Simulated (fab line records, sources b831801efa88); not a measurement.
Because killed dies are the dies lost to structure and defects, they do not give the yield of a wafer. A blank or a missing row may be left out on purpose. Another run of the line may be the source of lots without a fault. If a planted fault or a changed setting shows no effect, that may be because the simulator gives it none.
fab line records	flow sky130
[record] lots = 6	wafers = 18	lastDay = 51
route steps=708 shown CAP2M@604 PAD_OPEN@708
lots that met no fault: from a run of the same line without faults
startH: hours from the record's opening day to when the first of the lot's shown wafers began	waitH: how many hours have passed since the lot's step before this one	" the same as in the row above	L1.1+2: one row covering several wafers at once	- value missing, or start not given	* or withheld: withheld	< > ~ a bound
route shown NAME@n: NAME is a module with steps in the file, n the number in the route of the first one	usual: the fault-free wafers' mean and standard deviation	same: alike in all rows	chamber/n: place in a boat	sites: each site's reading	_std_site: their standard deviation	_edge_site: inner sites' mean taken away from outer sites' mean	radiusMm: how far each site lies from the wafer's centre	mask NAME#n: copy n	behind: the most recent tool/chamber to have shaped the wafer	hold: why the lot was held/for how many hours/how that ended	device: the transistor (n, p or np) that didn't switch	end of line: at the end of the route, the tests of the same wafers	where a step has no rows: the recipe by itself	killed: the dies lost at the first sort to structure and to defects; this is not the yield of the wafer	map: dies across one wafer; x = killed, . = not, _ = none there
set.NAME: the setting as run; set.NAME@STEP: as run at that earlier step	model.NAME: the simulator's own value behind a step, which no gauge read
certain route steps with their lots: each step a table, each wafer a row
services: from which hour (startH, from the record's first day; less than 0 if before it) a tool's chamber was out of use, for how many hours, and why
[[steps]]
[step SKY_CAP2M_THK_MEAS_01]
[recipe] reads = SiO2_of_CAP2M_CVD_00
[usual] CAP2M_CVD_00_THK = 15.48/0.22
lot.wafer	tool	chamber	startH	waitH	CAP2M_CVD_00_THK[nm]
L210.1	filmMetro-04	-	940.32	-	15.37
L210.2	"	-	"	"	15.36
L210.3	"	-	"	"	15.11
L216.2	filmMetro-01	-	990.94	-	15.27
L216.3	"	-	"	"	15.25
L216.6	"	-	"	"	15.51
L222.2	filmMetro-01	-	1020.53	-	15.36
L222.4	"	-	"	"	15.83
L222.6	"	-	"	"	15.71
L223.1	filmMetro-01	-	1027.90	-	15.29
L223.2	"	-	"	"	15.27
L223.6	"	-	"	"	15.70
L224.4	filmMetro-03	-	1042.00	-	15.58
L224.5	"	-	"	"	15.41
L224.6	"	-	"	"	15.45
L231.1	filmMetro-01	-	1106.00	-	15.11
L231.4	"	-	"	"	15.53
L231.6	"	-	"	"	15.81
[step SKY_CAP2M_SPUTTER_02]
[recipe] material = TiN	targetThkNm = 200	tempC = 300	powerW = 6500	timeS = 166.7	chamberPressurePa = 0.4
[usual] throttleValvePct = 30.2/1
lot.wafer	tool	chamber	startH	waitH	throttleValvePct
L210.1	pvdSputter-04	-	940.38	0.1	31.0
L210.2	"	-	"	"	29.2
L210.3	"	-	"	"	32.6
L216.2	pvdSputter-01	-	990.99	0.0	30.9
L216.3	"	-	"	"	30.4
L216.6	"	-	"	"	30.5
L222.2	pvdSputter-03	-	1020.58	0.0	28.6
L222.4	"	-	"	"	29.4
L222.6	"	-	"	"	28.9
L223.1	pvdSputter-01	-	1027.96	0.1	30.6
L223.2	"	-	"	"	31.0
L223.6	"	-	"	"	30.6
L224.4	pvdSputter-01	-	1042.03	0.0	30.4
L224.5	"	-	"	"	30.8
L224.6	"	-	"	"	30.0
L231.1	pvdSputter-04	-	1106.06	0.1	32.3
L231.4	"	-	"	"	29.3
L231.6	"	-	"	"	30.8
[step SKY_CAP2M_RS_MEAS_03]
[recipe] thkMeasGauge = four-point-probe	reads = TiN_of_CAP2M_SPUTTER_02
[usual] CAP2M_TIN_RS = 6.91/0.067
lot.wafer	tool	chamber	startH	waitH	CAP2M_TIN_RS[ohm/sq]
L210.1	filmMetro-01	-	940.49	0.1	6.82
L210.2	"	-	"	"	6.90
L210.3	"	-	"	"	6.86
L216.2	filmMetro-01	-	991.12	0.1	6.96
L216.3	"	-	"	"	7.05
L216.6	"	-	"	"	6.99
L222.2	filmMetro-01	-	1020.71	0.1	6.88
L222.4	"	-	"	"	6.89
L222.6	"	-	"	"	6.85
L223.1	filmMetro-04	-	1028.07	0.1	6.89
L223.2	"	-	"	"	6.92
L223.6	"	-	"	"	6.96
L224.4	filmMetro-03	-	1042.20	0.1	6.84
L224.5	"	-	"	"	6.78
L224.6	"	-	"	"	6.73
L231.1	filmMetro-03	-	1106.17	0.1	6.89
L231.4	"	-	"	"	6.91
L231.6	"	-	"	"	6.89
[step SKY_CAP2M_THK_MEAS_04]
[recipe] thkMeasGauge = xrf	reads = TiN_of_CAP2M_SPUTTER_02
[usual] CAP2M_TIN_THK = 201.8/2.1
lot.wafer	tool	chamber	startH	waitH	CAP2M_TIN_THK[nm]
L210.1	filmMetro-01	-	940.61	0.1	203.7
L210.2	"	-	"	"	202.2
L210.3	"	-	"	"	203.3
L216.2	filmMetro-01	-	991.23	0.1	200.3
L216.3	"	-	"	"	197.1
L216.6	"	-	"	"	198.7
L222.2	filmMetro-01	-	1020.82	0.1	202.3
L222.4	"	-	"	"	202.6
L222.6	"	-	"	"	203.2
L223.1	filmMetro-04	-	1028.19	0.1	202.2
L223.2	"	-	"	"	200.7
L223.6	"	-	"	"	201.8
L224.4	filmMetro-03	-	1042.29	0.1	203.3
L224.5	"	-	"	"	205.2
L224.6	"	-	"	"	206.5
L231.1	filmMetro-03	-	1106.29	0.1	202.7
L231.4	"	-	"	"	202.2
L231.6	"	-	"	"	202.6
[step SKY_CAP2M_DEHYDRATE_05]
[recipe] tempC = 200	timeS = 60
[step SKY_CAP2M_HMDS_06]
[recipe] primeTimeS = 60	primeTempC = 120
[step SKY_CAP2M_COAT_07]
[recipe] resist = NOVOLAK	spinRpm = 3000	resistThkNm = 1140
[step SKY_CAP2M_SOFTBAKE_08]
[recipe] tempC = 90	timeS = 60	resist = NOVOLAK
[step SKY_CAP2M_EXPOSE_09]
[recipe] maskId = CAP2M	na = 0.6	sourceShape = conventional	sigmaOuter = 0.6	polarization = unpolarized	targetCdNm = 1000	doseMj = 159
[step SKY_CAP2M_PEB_10]
[recipe] tempC = withheld	timeS = *	resist = NOVOLAK
[step SKY_CAP2M_DEVELOP_11]
[recipe] resist = NOVOLAK	developer = TMAH	developTimeS = 60	devTempC = 23
[step SKY_CAP2M_OVL_MEAS_12]
[usual] CAP2M_OVL = -0.8/1.4
lot.wafer	tool	chamber	startH	waitH	CAP2M_OVL[nm]
L210.1	overlay-02	-	964.29	0.1	1.0
L210.2	"	-	"	"	1.1
L210.3	"	-	"	"	2.5
L216.2	overlay-01	-	1013.58	0.1	-0.3
L216.3	"	-	"	"	-2.1
L216.6	"	-	"	"	-1.2
L222.2	overlay-01	-	1043.09	0.1	-1.1
L222.4	"	-	"	"	-2.2
L222.6	"	-	"	"	-2.0
L223.1	overlay-02	-	1050.01	0.1	1.3
L223.2	"	-	"	"	0.4
L223.6	"	-	"	"	1.4
L224.4	overlay-02	-	1064.59	0.1	-1.4
L224.5	"	-	"	"	0.1
L224.6	"	-	"	"	-0.6
L231.1	overlay-01	-	1126.09	0.1	-1.4
L231.4	"	-	"	"	0.7
L231.6	"	-	"	"	-0.2
[step SKY_CAP2M_METAL_ETCH_13]
[recipe] targetDepthNm = 220	stopOn = SiO2	chemistry = Cl2/BCl3	target = TiN	pressureMtorr = 10	icpW = 900	biasW = 48.5	Cl2_flow_sccm = 60	bcl3FlowSccm = 30	timeS = 62.9
[usual] chamberPressureMTorr = 10.000/0.0091	drypumpMotorCurrentA = 5.5/0.36	oesProductAu = 0.941/0.0072	throttleValvePct = 21.903/0.0096
lot.wafer	tool	chamber	startH	waitH	chamberPressureMTorr	drypumpMotorCurrentA	oesProductAu	rfHoursCounterH	throttleValvePct	model.SiO2_of_CAP2M_CVD_00.thkNm
L210.1	rieMetal-01	0	964.32	0.0	9.999	5.7	0.948	2	21.903	15.31
L210.2	"	1	"	"	9.991	6.1	0.945	11	21.926	15.35
L210.3	"	1	"	"	9.985	6.1	0.943	-	21.890	15.1
L216.2	rieMetal-03	1	1013.61	0.0	10.005	5.5	0.936	8	21.894	15.26
L216.3	"	0	"	"	10.003	5.1	0.929	-	21.894	15.29
L216.6	"	1	"	"	10.006	5.5	0.939	-	21.910	15.5
L222.2	rieMetal-01	1	1043.12	0.0	12.003	6.1	0.946	16	21.895	15.09
L222.4	"	1	"	"	11.989	6.1	0.947	-	21.918	15.59
L222.6	"	0	"	"	12.000	5.6	0.947	-	21.882	15.4
L223.1	rieMetal-01	1	1050.04	0.0	12.008	6.1	0.945	16	21.912	15.1
L223.2	"	0	"	"	12.009	5.7	0.941	7	21.905	15.01
L223.6	"	0	"	"	12.009	5.7	0.936	-	21.909	15.45
L224.4	rieMetal-03	0	1064.64	0.0	9.996	5.0	0.954	-	21.892	15.58
L224.5	"	1	"	"	10.018	5.5	0.955	-	21.897	15.41
L224.6	"	0	"	"	9.991	5.1	0.952	-	21.890	15.49
L231.1	rieMetal-03	0	1126.12	0.0	9.990	5.1	0.933	21	21.920	15.1
L231.4	"	1	"	"	10.001	5.5	0.935	-	21.912	15.54
L231.6	"	1	"	"	9.982	5.5	0.939	-	21.902	15.82
[step SKY_CAP2M_STRIP_14]
[recipe] chemistry = O2/N2	powerW = 1400	pressureMtorr = 1500	platenTempC = withheld	o2FlowSccm = 3000	n2FlowSccm = 300	overashFraction = 0.5
[usual] drypumpMotorCurrentA = 5.8/0.37	oesProductAu = 0.710/0.0046	stripTimeToEndpointS = 12.69/0.036
lot.wafer	tool	chamber	startH	waitH	drypumpMotorCurrentA	oesProductAu	rfHoursCounterH	stripTimeToEndpointS
L210.1	plasmaAsher-02	1	964.40	0.1	6.2	0.706	84	12.62
L210.2	"	0	"	"	6.1	0.711	84	12.69
L210.3	"	1	"	"	6.2	0.705	-	12.70
L216.2	plasmaAsher-04	0	1013.69	0.1	5.9	0.710	23	12.60
L216.3	"	0	"	"	5.9	0.712	-	12.62
L216.6	"	0	"	"	5.9	0.706	-	12.65
L222.2	plasmaAsher-04	0	1043.20	0.1	5.9	0.714	27	12.74
L222.4	"	1	"	"	5.3	0.704	-	12.68
L222.6	"	0	"	"	5.9	0.712	-	12.71
L223.1	plasmaAsher-02	1	1050.12	0.1	6.2	0.711	93	12.71
L223.2	"	0	"	"	6.1	0.708	93	12.73
L223.6	"	1	"	"	6.2	0.711	-	12.68
L224.4	plasmaAsher-03	0	1064.72	0.1	6.3	0.713	-	12.72
L224.5	"	1	"	"	5.6	0.704	-	12.71
L224.6	"	0	"	"	6.3	0.711	-	12.70
L231.1	plasmaAsher-03	1	1126.23	0.1	5.6	0.722	4	12.73
L231.4	"	1	"	"	5.6	0.705	-	12.73
L231.6	"	0	"	"	6.3	0.708	-	12.73
[step SKY_PAD_OPEN_PROBE_99]
[usual] defectLimitedYield = 82.2/2	killed_at_M0_to_M3 = 43/6.4	killed_at_M4_up = 3.2/1.8	killedAtContacts = 25/5.8	killedAtFrontEnd = 16/4.1	killedAtOther = 0.2/0.47	killedDies = 88/9.9	killedOpen = 47/7.3	killedShort = 40/7.1	sort_bin_3_pad_short = 0.9/0.41	sort_bin_5_function = 10.6/1.6	sort_bin_6_memory = 6.3/1.2	sortNPass = 404/9.9	sortYieldPct = 82.2/2
[same] grossDies = 492	killedAtBackSide = 0	sort_bin_4_leakage[%] = 0	sort_bin_8_speed[%] = 0
lot.wafer	tool	chamber	startH	waitH	defectLimitedYield[%]	killed_at_M0_to_M3	killed_at_M4_up	killedAtContacts	killedAtFrontEnd	killedAtOther	killedDies	killedOpen	killedShort	sort_bin_3_pad_short[%]	sort_bin_5_function[%]	sort_bin_6_memory[%]	sortNPass	sortYieldPct[%]
L210.1	prober-01	-	1079.66	0.1	80.7	46	3	23	23	0	95	52	43	0.4	12.8	6.1	397	80.7
L210.2	prober-01	-	1079.71	0.1	81.7	44	2	21	22	1	90	39	51	1.2	12.4	4.7	402	81.7
L210.3	prober-01	-	1079.76	0.2	81.9	45	0	29	15	0	89	44	45	1.0	11.8	5.3	403	81.9
L216.2	prober-01	-	1123.56	0.1	85.6	35	5	15	15	1	71	39	32	0.4	8.9	5.1	421	85.6
L216.3	prober-01	-	1123.61	0.2	77.2	52	1	31	27	1	112	66	46	0.8	13.4	8.5	380	77.2
L216.6	prober-01	-	1123.76	0.2	83.1	32	4	31	15	1	83	50	33	0.8	9.3	6.7	409	83.1
L222.2	prober-01	-	1152.68	0.1	81.1	47	3	24	19	0	93	48	44	1.2	12.4	5.3	399	81.1
L222.4	prober-01	-	1152.78	0.2	80.5	51	4	29	12	0	96	46	50	1.2	12.0	6.3	396	80.5
L222.6	prober-01	-	1152.88	0.2	82.3	40	6	22	18	1	87	51	35	1.0	10.2	6.5	405	82.3
L223.1	prober-02	-	1156.46	0.1	80.5	47	3	31	15	0	96	55	39	1.0	9.1	9.3	396	80.5
L223.2	prober-02	-	1156.51	0.1	81.7	34	6	33	17	0	90	42	45	1.6	9.6	7.1	402	81.7
L223.6	prober-02	-	1156.71	0.2	81.3	50	3	23	15	1	92	42	50	1.4	12.0	5.3	400	81.3
L224.4	prober-01	-	1168.46	0.2	83.3	40	5	19	16	2	82	46	36	0.6	10.4	5.7	410	83.3
L224.5	prober-01	-	1168.51	0.2	81.9	46	3	23	17	0	89	45	43	1.0	8.7	8.3	403	81.9
L224.6	prober-01	-	1168.56	0.2	82.7	39	1	28	15	2	85	39	44	0.6	9.1	7.5	407	82.7
L231.1	prober-02	-	1214.47	0.1	79.5	54	8	25	14	0	101	55	46	1.0	11.8	7.7	391	79.5
L231.4	prober-02	-	1214.62	0.2	80.3	47	6	32	12	0	97	48	49	1.0	12.0	6.7	395	80.3
L231.6	prober-02	-	1214.72	0.2	81.5	43	4	25	19	0	91	39	52	1.6	9.8	7.1	401	81.5
// killed by level:class
L210.1 VIA1:geometricParticle:open=13 LI_CONTACT:geometricParticle:open=11 METAL2:geometricParticle:short=10 FIELD_ISO:geometricParticle:short=8 POLY_GATE:geometricParticle:open=6 VIA2:geometricParticle:open=6 FIELD_ISO:geometricParticle:open=5 LOCAL_INTERCONNECT:geometricParticle:short=5
L210.2 METAL2:geometricParticle:short=13 VIA1:geometricParticle:open=9 FIELD_ISO:geometricParticle:short=7 CONTACT:geometricParticle:short=6 POLY_GATE:geometricParticle:open=5 LI_CONTACT:geometricParticle:open=5 VIA2:geometricParticle:open=5 FIELD_ISO:geometricParticle:open=4
L210.3 CONTACT:geometricParticle:open=13 POLY_GATE:geometricParticle:short=7 LI_CONTACT:geometricParticle:open=7 VIA1:geometricParticle:short=7 VIA1:geometricParticle:open=7 VIA3:geometricParticle:short=6 VIA3:geometricParticle:open=4 CONTACT:geometricParticle:short=4
L216.2 VIA1:geometricParticle:open=10 CONTACT:geometricParticle:open=7 METAL1:geometricParticle:short=7 VIA3:geometricParticle:open=6 FIELD_ISO:geometricParticle:open=5 METAL4:geometricParticle:short=5 CONTACT:geometricParticle:short=4 VIA2:geometricParticle:open=4
L216.3 VIA1:geometricParticle:open=19 CONTACT:geometricParticle:open=9 LI_CONTACT:geometricParticle:open=9 VIA2:geometricParticle:open=8 CONTACT:geometricParticle:short=6 METAL2:geometricParticle:short=6 FIELD_ISO:geometricParticle:open=5 FIELD_ISO:geometricParticle:short=5
L216.6 CONTACT:geometricParticle:open=11 VIA1:geometricParticle:open=11 LI_CONTACT:geometricParticle:open=8 CONTACT:geometricParticle:short=6 FIELD_ISO:geometricParticle:open=5 VIA2:geometricParticle:open=5 VIA3:geometricParticle:open=4 POLY_GATE:geometricParticle:short=3
L222.2 VIA1:geometricParticle:open=9 LI_CONTACT:geometricParticle:open=9 METAL2:geometricParticle:short=9 POLY_GATE:geometricParticle:short=8 CONTACT:geometricParticle:open=7 VIA2:geometricParticle:open=7 CONTACT:geometricParticle:short=6 VIA3:geometricParticle:open=5
L222.4 VIA1:geometricParticle:open=11 VIA3:geometricParticle:open=9 VIA1:geometricParticle:short=9 CONTACT:geometricParticle:short=9 LI_CONTACT:geometricParticle:open=8 CONTACT:geometricParticle:open=8 METAL2:geometricParticle:short=7 VIA2:geometricParticle:open=5
L222.6 VIA1:geometricParticle:open=13 LI_CONTACT:geometricParticle:open=9 CONTACT:geometricParticle:open=9 FIELD_ISO:geometricParticle:short=6 VIA2:geometricParticle:open=6 POLY_GATE:geometricParticle:open=5 VIA1:geometricParticle:short=5 METAL2:geometricParticle:short=5
L223.1 LI_CONTACT:geometricParticle:open=11 CONTACT:geometricParticle:open=9 VIA2:geometricParticle:open=9 METAL1:geometricParticle:short=6 VIA3:geometricParticle:open=6 VIA1:geometricParticle:open=5 VIA1:geometricParticle:short=5 METAL3:geometricParticle:short=5
L223.2 VIA1:geometricParticle:open=12 CONTACT:geometricParticle:open=10 LOCAL_INTERCONNECT:geometricParticle:short=7 CONTACT:geometricParticle:short=6 METAL4:geometricParticle:short=6 FIELD_ISO:geometricParticle:open=5 LI_CONTACT:geometricParticle:open=4 VIA1:geometricParticle:short=4
L223.6 VIA1:geometricParticle:open=10 CONTACT:geometricParticle:open=10 VIA1:geometricParticle:short=8 METAL2:geometricParticle:short=8 LOCAL_INTERCONNECT:geometricParticle:short=6 VIA2:geometricParticle:open=6 VIA3:geometricParticle:short=6 VIA2:geometricParticle:short=5
L224.4 VIA1:geometricParticle:open=10 CONTACT:geometricParticle:open=7 VIA1:geometricParticle:short=6 POLY_GATE:geometricParticle:open=5 LI_CONTACT:geometricParticle:open=5 VIA3:geometricParticle:open=5 POLY_GATE:geometricParticle:short=4 VIA2:geometricParticle:open=4
L224.5 VIA1:geometricParticle:open=14 CONTACT:geometricParticle:open=8 FIELD_ISO:geometricParticle:open=6 VIA1:geometricParticle:short=6 CONTACT:geometricParticle:short=5 METAL1:geometricParticle:short=5 METAL2:geometricParticle:short=5 METAL3:geometricParticle:short=5
L224.6 VIA1:geometricParticle:open=9 LOCAL_INTERCONNECT:geometricParticle:short=7 LI_CONTACT:geometricParticle:open=6 CONTACT:geometricParticle:open=6 VIA1:geometricParticle:short=6 POLY_GATE:geometricParticle:short=5 CONTACT:geometricParticle:short=5 VIA3:geometricParticle:open=5
L231.1 VIA1:geometricParticle:open=14 CONTACT:geometricParticle:open=9 CONTACT:geometricParticle:short=6 METAL1:geometricParticle:short=6 VIA2:geometricParticle:open=6 VIA3:geometricParticle:open=5 VIA1:geometricParticle:short=5 VIA3:geometricParticle:short=5
L231.4 VIA1:geometricParticle:open=10 LI_CONTACT:geometricParticle:open=9 VIA2:geometricParticle:open=7 CONTACT:geometricParticle:open=7 CONTACT:geometricParticle:short=7 VIA1:geometricParticle:short=7 VIA3:geometricParticle:open=7 LI_CONTACT:geometricParticle:short=6
L231.6 VIA1:geometricParticle:open=11 VIA1:geometricParticle:short=9 LI_CONTACT:geometricParticle:open=9 METAL1:geometricParticle:short=8 FIELD_ISO:geometricParticle:short=7 POLY_GATE:geometricParticle:short=6 LOCAL_INTERCONNECT:geometricParticle:short=5 CONTACT:geometricParticle:open=5
[[services]]
tool	chamber	startH	hours	kind
pvdSputter-01	0	947.13	-	consumableReplace:kit
pvdSputter-01	0	947.13	18.0	scheduledDown
pvdSputter-01	0	947.13	18.0	ventCycle
rieMetal-03	-	963.72	1.4	pm
pvdSputter-01	-	973.24	4.6	repair
pvdSputter-03	-	977.63	3.7	repair
rieMetal-01	-	994.84	14.6	pm
pvdSputter-04	-	998.61	2.4	repair
pvdSputter-04	3	1020.50	-	consumableReplace:kit
pvdSputter-04	3	1020.50	18.0	scheduledDown
pvdSputter-04	3	1020.50	18.0	ventCycle
plasmaAsher-03	-	1021.48	0.5	repair
plasmaAsher-03	-	1026.16	1.0	repair
plasmaAsher-03	-	1055.25	9.0	pm
plasmaAsher-03	0	1055.25	9.0	ventCycle
plasmaAsher-04	-	1056.23	2.3	repair
plasmaAsher-02	-	1068.79	14.6	pm
plasmaAsher-03	-	1080.42	5.5	repair
pvdSputter-01	3	1088.30	-	consumableReplace:kit
pvdSputter-01	3	1088.30	18.0	scheduledDown
pvdSputter-01	3	1088.30	18.0	ventCycle
plasmaAsher-04	-	1094.25	0.9	repair
plasmaAsher-03	-	1107.66	14.6	pm
rieMetal-01	0	1115.28	44.0	repair
[[key]]
[firstSign] step = SKY_CAP2M_METAL_ETCH_13	reading = chamberPressureMTorr	direction = up	sigmas = 99+	usual = 10.000	struck = 12.003
effect none on later readings
[modelEffect] step = SKY_CAP2M_METAL_ETCH_13	value = SiO2_of_CAP2M_CVD_00.thkNm	without = 15.52	struck = 15.27
metAt SKY_CAP2M_METAL_ETCH_13
struckWafers L222.2,L222.4,L222.6,L223.1,L223.2,L223.6
onsetBetween 964.32 1043.12
[fault] kind = processParameterDrift	tool = rieMetal-01	chamber = -	onsetH = 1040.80	steps = SKY_CAP2M_METAL_ETCH_13	channel = pressureMtorr	offset = 2	shape = step	endH = 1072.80	actsIn = theseRecipesOnly	stated = 10
